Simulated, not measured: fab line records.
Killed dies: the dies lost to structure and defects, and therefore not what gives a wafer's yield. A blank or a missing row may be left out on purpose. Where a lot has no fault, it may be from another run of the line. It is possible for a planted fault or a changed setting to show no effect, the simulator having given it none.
Which tool was responsible? | flow sky130 | 72 wafers from 24 lots sampled at 6 of the route's 708 steps

## WHAT THE GAUGES READ, wafer by wafer
SKY_POLY_CUT_OVL_MEAS_09. Usual: POLY_CUT_OVL typically reads 1 nm, with standard deviation 5.2.
lot  | measured     | on         | POLY_CUT_OVL (nm) | flag
L074 | day 24 20:05 | overlay-02 | 3 -2 1            |
L075 | day 24 22:49 | overlay-02 | -4 7 -1           |
L076 | day 25 04:30 | overlay-02 | 8 3 5             |
L077 | day 25 06:52 | overlay-02 | -6 -12 -3         |
L078 | day 25 11:13 | overlay-01 | 3 3 1             |
L080 | day 26 10:15 | overlay-01 | 1 7 8             |
L079 | day 26 12:44 | overlay-01 | -2 5 -2           |
L081 | day 26 17:13 | overlay-02 | 0 1 0             |
L082 | day 27 02:23 | overlay-01 | 4 -1 0            |
L083 | day 27 11:45 | overlay-02 | 4 1 -2            |
L084 | day 28 03:31 | overlay-02 | -5 -1 -6          |
L085 | day 28 14:58 | overlay-02 | -2 0 4            |
L086 | day 28 19:02 | overlay-02 | 3 3 4             |
L087 | day 29 03:00 | overlay-02 | 7 2 10            |
L088 | day 29 05:58 | overlay-01 | -1 1 2            |
L089 | day 29 11:04 | overlay-02 | 3 5 5             |
L090 | day 29 20:46 | overlay-01 | -2 -4 -3          |
L091 | day 30 02:14 | overlay-02 | 4 6 6             |
L092 | day 30 17:32 | overlay-01 | 3 3 10            |
L093 | day 31 01:57 | overlay-01 | 6 -4 9            |
L094 | day 31 03:44 | overlay-02 | -13 -9 -15        |
L095 | day 31 06:44 | overlay-02 | 7 11 7            |
L096 | day 31 14:19 | overlay-01 | -3 -2 -3          |
L097 | day 32 03:52 | overlay-02 | 7 -2 -4           |

SKY_METAL1_CD_MEAS_15 targets a cd of 140 nm. Usual: cd_nm reads 140.4 nm (standard deviation 1.7).
lot  | measured     | on        | cd_nm (nm)        | flag
L074 | day 33 07:50 | cd_sem-01 | 139.5 139.1 138.6 |
L075 | day 33 11:18 | cd_sem-02 | 139.3 139.9 140.1 |
L076 | day 33 15:13 | cd_sem-02 | 143.9 141.1 143.3 |
L077 | day 33 17:19 | cd_sem-02 | 140.3 141.0 140.5 |
L078 | day 33 18:55 | cd_sem-02 | 139.9 139.3 140.7 |
L080 | day 34 18:08 | cd_sem-01 | 137.5 139.3 137.2 |
L079 | day 34 19:36 | cd_sem-01 | 141.4 141.3 141.4 |
L081 | day 35 01:02 | cd_sem-01 | 138.8 138.7 138.4 |
L082 | day 35 07:14 | cd_sem-01 | 143.1 143.3 142.0 |
L083 | day 35 19:22 | cd_sem-01 | 140.8 140.3 139.8 |
L084 | day 36 07:22 | cd_sem-01 | 141.3 140.0 139.6 |
L085 | day 36 17:31 | cd_sem-02 | 140.3 141.0 141.2 |
L086 | day 36 23:10 | cd_sem-02 | 142.5 141.5 142.2 |
L087 | day 37 05:12 | cd_sem-02 | 139.3 138.9 138.7 |
L088 | day 37 08:13 | cd_sem-01 | 138.9 140.5 139.6 |
L089 | day 37 13:07 | cd_sem-01 | 143.2 144.4 142.8 |
L090 | day 38 00:19 | cd_sem-02 | 138.8 139.3 138.5 |
L091 | day 38 03:23 | cd_sem-02 | 137.0 137.2 136.6 |
L092 | day 38 16:56 | cd_sem-02 | 139.4 141.2 140.2 |
L093 | day 39 02:31 | cd_sem-02 | 143.4 142.4 141.7 |
L094 | day 39 02:32 | cd_sem-01 | 140.3 140.8 139.8 |
L095 | day 39 10:10 | cd_sem-01 | 139.6 138.9 140.2 |
L096 | day 39 11:54 | cd_sem-01 | 142.1 140.2 140.5 |
L097 | day 39 23:10 | cd_sem-01 | 141.4 140.0 140.9 |

SKY_VIA3_RS_MEAS_22: measures by four-point-probe. Usual: VIA3_W_RS typically reads 0.296 ohm/sq, with standard deviation 0.0031.
lot  | measured     | on            | VIA3_W_RS (ohm/sq) | flag
L074 | day 40 04:08 | film_metro-01 | 0.302 0.299 0.297  |
L075 | day 40 08:33 | film_metro-03 | 0.299 0.305 0.300  |
L076 | day 40 10:11 | film_metro-04 | 0.294 0.294 0.298  |
L077 | day 40 12:36 | film_metro-01 | 0.297 0.296 0.288  |
L078 | day 40 14:19 | film_metro-03 | 0.296 0.295 0.296  |
L080 | day 41 10:41 | film_metro-04 | 0.293 0.296 0.293  |
L079 | day 41 12:43 | film_metro-03 | 0.300 0.295 0.298  |
L081 | day 41 17:44 | film_metro-04 | 0.295 0.298 0.293  |
L082 | day 42 01:02 | film_metro-04 | 0.299 0.299 0.296  |
L083 | day 42 10:28 | film_metro-04 | 0.301 0.296 0.302  |
L084 | day 42 19:23 | film_metro-04 | 0.298 0.302 0.296  |
L085 | day 43 06:35 | film_metro-03 | 0.296 0.300 0.298  |
L086 | day 43 10:40 | film_metro-03 | 0.298 0.298 0.298  |
L087 | day 43 16:40 | film_metro-03 | 0.294 0.295 0.295  |
L088 | day 43 18:31 | film_metro-04 | 0.295 0.294 0.300  |
L089 | day 43 22:46 | film_metro-03 | 0.295 0.293 0.296  |
L090 | day 44 08:49 | film_metro-03 | 0.296 0.299 0.300  |
L091 | day 44 12:19 | film_metro-03 | 0.293 0.289 0.292  |
L092 | day 44 22:46 | film_metro-03 | 0.295 0.290 0.289  |
L093 | day 45 07:25 | film_metro-04 | 0.299 0.300 0.294  |
L094 | day 45 08:58 | film_metro-01 | 0.297 0.293 0.290  |
L095 | day 45 14:43 | film_metro-03 | 0.296 0.297 0.295  |
L096 | day 45 16:55 | film_metro-04 | 0.301 0.295 0.296  |
L097 | day 46 02:37 | film_metro-04 | 0.298 0.300 0.302  |

## EACH LOT AND THE TOOL THAT RAN IT (in order: tool; ch and the chambers of the sampled wafers; start)
lot  | SKY_LI_CONTACT_SPUTTER_19    | SKY_LOCAL_INTERCONNECT_METAL_ETCH_14 | SKY_METAL2_STRIP_20
L074 | pvd_sputter-04, day 29 17:53 | rie_metal-01 ch 0,1, day 30 22:17    | plasma_asher-01 ch 0,1, day 35 16:07
L075 | pvd_sputter-03, day 29 20:55 | rie_metal-02 ch 0,1, day 31 02:17    | plasma_asher-01 ch 0,1, day 35 19:52
L076 | pvd_sputter-03, day 30 00:58 | rie_metal-01 ch 0,1, day 31 05:48    | plasma_asher-03 ch 0,1, day 35 22:34
L077 | pvd_sputter-02, day 30 03:49 | rie_metal-02 ch 0,1, day 31 08:39    | plasma_asher-03 ch 0,1, day 36 01:07
L078 | pvd_sputter-03, day 30 06:07 | rie_metal-01 ch 0,1, day 31 10:35    | plasma_asher-01 ch 0,1, day 36 03:37
L080 | pvd_sputter-02, day 31 06:17 | rie_metal-03 ch 0, day 32 10:54      | plasma_asher-03 ch 0,1, day 37 02:10
L079 | pvd_sputter-03, day 31 07:25 | rie_metal-02 ch 1, day 32 12:42      | plasma_asher-03 ch 0,1, day 37 03:19
L081 | pvd_sputter-02, day 31 11:48 | rie_metal-01 ch 0,1, day 32 16:36    | plasma_asher-03 ch 0,1, day 37 08:33
L082 | pvd_sputter-02, day 31 18:47 | rie_metal-03 ch 0,1, day 32 23:57    | plasma_asher-01 ch 0,1, day 37 14:56
L083 | pvd_sputter-02, day 32 07:11 | rie_metal-01 ch 0,1, day 33 11:27    | plasma_asher-02 ch 0,1, day 38 02:10
L084 | pvd_sputter-03, day 32 20:22 | rie_metal-03 ch 0,1, day 34 00:15    | plasma_asher-03 ch 0,1, day 38 12:52
L085 | pvd_sputter-03, day 33 07:32 | rie_metal-02 ch 0,1, day 34 11:05    | plasma_asher-01 ch 0,1, day 39 00:31
L086 | pvd_sputter-02, day 33 11:12 | rie_metal-03 ch 0,1, day 34 15:24    | plasma_asher-01 ch 0,1, day 39 05:15
L087 | pvd_sputter-04, day 33 18:31 | rie_metal-02 ch 0,1, day 34 21:53    | plasma_asher-02 ch 0,1, day 39 11:13
L088 | pvd_sputter-02, day 33 22:20 | rie_metal-01 ch 0,1, day 35 01:14    | plasma_asher-01 ch 0,1, day 39 14:13
L089 | pvd_sputter-02, day 34 03:34 | rie_metal-03 ch 0,1, day 35 06:27    | plasma_asher-01 ch 0,1, day 39 18:58
L090 | pvd_sputter-03, day 34 13:25 | rie_metal-03 ch 0,1, day 35 16:57    | plasma_asher-03 ch 0,1, day 40 04:50
L091 | pvd_sputter-03, day 34 17:13 | rie_metal-03 ch 1, day 35 19:56      | plasma_asher-02 ch 0,1, day 40 08:13
L092 | pvd_sputter-02, day 35 07:10 | rie_metal-02 ch 0,1, day 36 10:35    | plasma_asher-02 ch 0, day 40 22:01
L093 | pvd_sputter-03, day 35 15:40 | rie_metal-02 ch 0,1, day 36 20:24    | plasma_asher-03 ch 0,1, day 41 05:54
L094 | pvd_sputter-02, day 35 17:39 | rie_metal-03 ch 1, day 36 21:27      | plasma_asher-03 ch 0,1, day 41 07:01
L095 | pvd_sputter-02, day 36 00:32 | rie_metal-03 ch 1, day 37 04:05      | plasma_asher-03 ch 0,1, day 41 13:58
L096 | pvd_sputter-04, day 36 03:11 | rie_metal-01 ch 1, day 37 06:43      | plasma_asher-03 ch 0,1, day 41 15:25
L097 | pvd_sputter-04, day 36 14:58 | rie_metal-02 ch 0,1, day 37 17:56    | plasma_asher-03 ch 0,1, day 42 02:38
- SKY_LI_CONTACT_SPUTTER_19: material Ti, target thk 20 nm, time 106.37 s.
- SKY_LOCAL_INTERCONNECT_METAL_ETCH_14: etches TiN in Cl2/BCl3, stops on PSG, target depth 110 nm, time 31.4 s.
- SKY_METAL2_STRIP_20: strips in O2/N2.

## WHAT THE TOOLS THEMSELVES READ (means of the sampled wafers that have a number; where no wafer has one, the mark that the record gives instead)
SKY_LI_CONTACT_SPUTTER_19. Usual: cathode_dc_power_W 2500.0 W, standard deviation 0.47; substrate_temp_c 200.00 C, standard deviation 0.17; throttle_valve_pct 29.7 %, standard deviation 1.2.
lot  | tool           | cathode_dc_power_W (W) | substrate_temp_c (C) | throttle_valve_pct (%) | flag
L074 | pvd_sputter-04 | 2500.0                 | 200.03               | 30.8                   |
L075 | pvd_sputter-03 | 2499.5                 | 200.06               | 30.3                   |
L076 | pvd_sputter-03 | 2499.7                 | 199.93               | 30.0                   |
L077 | pvd_sputter-02 | 2499.9                 | 200.32               | 29.9                   |
L078 | pvd_sputter-03 | 2500.0                 | 199.91               | 30.0                   |
L080 | pvd_sputter-02 | 2499.8                 | 200.07               | 28.7                   |
L079 | pvd_sputter-03 | 2499.7                 | 199.95               | 30.6                   |
L081 | pvd_sputter-02 | 2500.2                 | 199.89               | 29.5                   |
L082 | pvd_sputter-02 | 2499.7                 | 200.03               | 28.5                   |
L083 | pvd_sputter-02 | 2500.4                 | 199.96               | 28.7                   |
L084 | pvd_sputter-03 | 2500.1                 | 199.97               | 29.9                   |
L085 | pvd_sputter-03 | 2499.8                 | 200.11               | 30.4                   |
L086 | pvd_sputter-02 | 2499.7                 | 200.05               | 27.6                   |
L087 | pvd_sputter-04 | 2500.2                 | 199.85               | 30.2                   |
L088 | pvd_sputter-02 | 2499.5                 | 199.90               | 28.8                   |
L089 | pvd_sputter-02 | 2499.8                 | 199.96               | 28.7                   |
L090 | pvd_sputter-03 | 2500.2                 | 200.02               | 30.1                   |
L091 | pvd_sputter-03 | 2499.9                 | 199.97               | 30.2                   |
L092 | pvd_sputter-02 | 2500.2                 | 199.84               | 29.7                   |
L093 | pvd_sputter-03 | 2500.3                 | 199.99               | 30.0                   |
L094 | pvd_sputter-02 | 2500.1                 | 199.93               | 29.8                   |
L095 | pvd_sputter-02 | 2499.8                 | 199.97               | 28.7                   |
L096 | pvd_sputter-04 | 2499.6                 | 199.93               | 30.9                   |
L097 | pvd_sputter-04 | 2500.0                 | 199.92               | 31.3                   |

SKY_LOCAL_INTERCONNECT_METAL_ETCH_14. Usual: drypump_motor_current_A 5.5 A, standard deviation 0.58; oes_product_au 0.937 a.u., standard deviation 0.0083; throttle_valve_pct 21.904 %, standard deviation 0.01.
lot  | tool         | drypump_motor_current_A (A) | oes_product_au (a.u.) | throttle_valve_pct (%) | flag
L074 | rie_metal-01 | 5.3                         | 0.945                 | 21.902                 |
L075 | rie_metal-02 | 5.2                         | 0.934                 | 21.906                 |
L076 | rie_metal-01 | 5.4                         | 0.937                 | 21.901                 |
L077 | rie_metal-02 | 5.2                         | 0.934                 | 21.912                 |
L078 | rie_metal-01 | 5.3                         | 0.945                 | 21.893                 |
L080 | rie_metal-03 | 5.0                         | 0.931                 | 21.907                 |
L079 | rie_metal-02 | 5.3                         | 0.940                 | 21.910                 |
L081 | rie_metal-01 | 5.4                         | 0.939                 | 21.902                 |
L082 | rie_metal-03 | 5.6                         | 0.932                 | 21.905                 |
L083 | rie_metal-01 | 5.4                         | 0.944                 | 21.899                 |
L084 | rie_metal-03 | 6.2                         | 0.933                 | 21.905                 |
L085 | rie_metal-02 | 5.2                         | 0.931                 | 21.913                 |
L086 | rie_metal-03 | 6.1                         | 0.939                 | 21.913                 |
L087 | rie_metal-02 | 5.2                         | 0.929                 | 21.907                 |
L088 | rie_metal-01 | 5.3                         | 0.923                 | 21.908                 |
L089 | rie_metal-03 | 6.1                         | 0.940                 | 21.895                 |
L090 | rie_metal-03 | 5.6                         | 0.937                 | 21.898                 |
L091 | rie_metal-03 | 6.6                         | 0.933                 | 21.910                 |
L092 | rie_metal-02 | 5.2                         | 0.942                 | 21.900                 |
L093 | rie_metal-02 | 5.2                         | 0.927                 | 21.906                 |
L094 | rie_metal-03 | 6.6                         | 0.946                 | 21.898                 |
L095 | rie_metal-03 | 6.7                         | 0.948                 | 21.895                 |
L096 | rie_metal-01 | 5.2                         | 0.926                 | 21.911                 |
L097 | rie_metal-02 | 5.2                         | 0.929                 | 21.896                 |

SKY_METAL2_STRIP_20. Usual: drypump_motor_current_A 5.5 A, standard deviation 0.49; oes_product_au 0.342 a.u., standard deviation 0.0055; strip_time_to_endpoint_s 2.69 s, standard deviation 0.055.
lot  | tool            | drypump_motor_current_A (A) | oes_product_au (a.u.) | strip_time_to_endpoint_s (s) | flag
L074 | plasma_asher-01 | 6.1                         | 0.341                 | 2.69                         |
L075 | plasma_asher-01 | 6.1                         | 0.339                 | 2.66                         |
L076 | plasma_asher-03 | 5.2                         | 0.351                 | 2.79                         |
L077 | plasma_asher-03 | 5.2                         | 0.351                 | 2.80                         |
L078 | plasma_asher-01 | 6.1                         | 0.342                 | 2.67                         |
L080 | plasma_asher-03 | 5.2                         | 0.345                 | 2.75                         |
L079 | plasma_asher-03 | 5.2                         | 0.343                 | 2.75                         |
L081 | plasma_asher-03 | 5.2                         | 0.348                 | 2.73                         |
L082 | plasma_asher-01 | 6.1                         | 0.335                 | 2.64                         |
L083 | plasma_asher-02 | 4.9                         | 0.339                 | 2.67                         |
L084 | plasma_asher-03 | 5.2                         | 0.345                 | 2.69                         |
L085 | plasma_asher-01 | 6.1                         | 0.341                 | 2.66                         |
L086 | plasma_asher-01 | 6.1                         | 0.342                 | 2.64                         |
L087 | plasma_asher-02 | 4.9                         | 0.342                 | 2.69                         |
L088 | plasma_asher-01 | 6.1                         | 0.340                 | 2.70                         |
L089 | plasma_asher-01 | 6.1                         | 0.343                 | 2.71                         |
L090 | plasma_asher-03 | 5.2                         | 0.347                 | 2.72                         |
L091 | plasma_asher-02 | 4.9                         | 0.343                 | 2.67                         |
L092 | plasma_asher-02 | 4.8                         | 0.343                 | 2.68                         |
L093 | plasma_asher-03 | 5.2                         | 0.343                 | 2.67                         |
L094 | plasma_asher-03 | 5.2                         | 0.339                 | 2.71                         |
L095 | plasma_asher-03 | 5.2                         | 0.339                 | 2.69                         |
L096 | plasma_asher-03 | 5.2                         | 0.335                 | 2.61                         |
L097 | plasma_asher-03 | 5.2                         | 0.341                 | 2.65                         |

## THE ANSWER, worked out from the rows above alone
Rule: a lot is off if the mean of its wafers that have a number lies more than 3 standard deviations from the usual mean. A lot without any number at a reading at which 4 lots or more have one is off too. Where the step has rows for the other lots, those lots are counted as sound. Order of review: gauges by route order, followed by the tools' own readings, for which a lot's mean as printed above is used. At the first step where some lot is off, the reading lying furthest off is the one used; lots without a number count as furthest.
None of the lots is off at any reading shown; this tells nothing.

## WHAT HAD BEEN PUT IN BY THE SIMULATOR
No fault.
